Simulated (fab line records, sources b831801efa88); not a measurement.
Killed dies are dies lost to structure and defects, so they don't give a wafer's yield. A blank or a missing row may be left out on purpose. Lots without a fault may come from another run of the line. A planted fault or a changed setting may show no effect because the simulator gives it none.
Which tool did it? | flow sky130 | 14 lots, 42 wafers sampled, at 2 steps of a route of 708

WHAT THE GAUGES READ, wafer by wafer
SKY_METAL4_OVL_MEAS_14.
lot  | measured     | on         | METAL4_OVL (nm)
L864 | day 42 01:40 | overlay-02 | -12 -13 -11
L865 | day 42 10:21 | overlay-02 | 1 4 3
L866 | day 42 10:44 | overlay-02 | -4 0 -4
L869 | day 43 07:57 | overlay-02 | 1 2 1
L870 | day 43 12:43 | overlay-01 | 9 7 11
L871 | day 43 20:38 | overlay-02 | 13 10 7
L872 | day 44 01:41 | overlay-02 | 6 17 15
L873 | day 44 10:17 | overlay-01 | -1 3 0
L874 | day 44 16:37 | overlay-02 | 8 0 -2
L876 | day 45 05:15 | overlay-01 | 1 -3 -6
L879 | day 45 22:39 | overlay-02 | 0 -1 0
L880 | day 46 02:56 | overlay-02 | -8 -7 -6
L882 | day 46 18:08 | overlay-02 | -1 -2 2
L887 | day 47 17:29 | overlay-02 | -13 -12 -16

WHICH TOOL RAN EACH LOT (tool, then ch and the chambers of the sampled wafers, then the start)
lot  | SKY_METAL4_SPUTTER_02
L864 | pvd_sputter-01, day 40 00:29
L865 | pvd_sputter-02, day 40 08:34
L866 | pvd_sputter-04, day 40 09:50
L869 | pvd_sputter-02, day 41 08:32
L870 | pvd_sputter-01, day 41 13:41
L871 | pvd_sputter-01, day 41 20:41
L872 | pvd_sputter-01, day 42 03:20
L873 | pvd_sputter-04, day 42 11:42
L874 | pvd_sputter-04, day 42 18:52
L876 | pvd_sputter-01, day 43 08:29
L879 | pvd_sputter-01, day 44 02:26
L880 | pvd_sputter-01, day 44 07:41
L882 | pvd_sputter-04, day 44 23:04
L887 | pvd_sputter-04, day 45 23:44
- SKY_METAL4_SPUTTER_02: material AlCu, target thk 735 nm, time 39.1 s.

WHAT THE TOOLS THEMSELVES READ (means of the sampled wafers that have a number; where no wafer has one, the mark that the record gives instead)
SKY_METAL4_SPUTTER_02.
lot  | tool           | throttle_valve_pct (%)
L864 | pvd_sputter-01 | 29.2
L865 | pvd_sputter-02 | 30.6
L866 | pvd_sputter-04 | 30.0
L869 | pvd_sputter-02 | 30.5
L870 | pvd_sputter-01 | 29.9
L871 | pvd_sputter-01 | 29.5
L872 | pvd_sputter-01 | 30.5
L873 | pvd_sputter-04 | 29.7
L874 | pvd_sputter-04 | 29.9
L876 | pvd_sputter-01 | 30.5
L879 | pvd_sputter-01 | 30.2
L880 | pvd_sputter-01 | 30.4
L882 | pvd_sputter-04 | 29.9
L887 | pvd_sputter-04 | 30.2

THE ANSWER, worked out from the rows above alone
Rule: what is usual is taken from the lots themselves. Put in order of their means at a reading, lots are off if they are a third of the lots or fewer, leave a main group of 4 or more, and stand apart from it by a gap of 3 or more times the standard deviation of the main group's means; of several such gaps the widest counts. A main group whose means are all the same, to the digits that the tables above print for the reading, isn't used. A lot without any number at a reading at which 4 lots or more have one is off too. The other lots that the step has rows for count as sound. The gauges are gone through in route order, then the tools' own readings, and for those a lot's mean is taken as printed above. The first step at which some lot is off is used, and at that step the reading that is off furthest; a lot without a number counts as furthest.
No lot is off at any reading shown: from this, nothing can be told.

WHAT THE SIMULATOR HAD PUT IN
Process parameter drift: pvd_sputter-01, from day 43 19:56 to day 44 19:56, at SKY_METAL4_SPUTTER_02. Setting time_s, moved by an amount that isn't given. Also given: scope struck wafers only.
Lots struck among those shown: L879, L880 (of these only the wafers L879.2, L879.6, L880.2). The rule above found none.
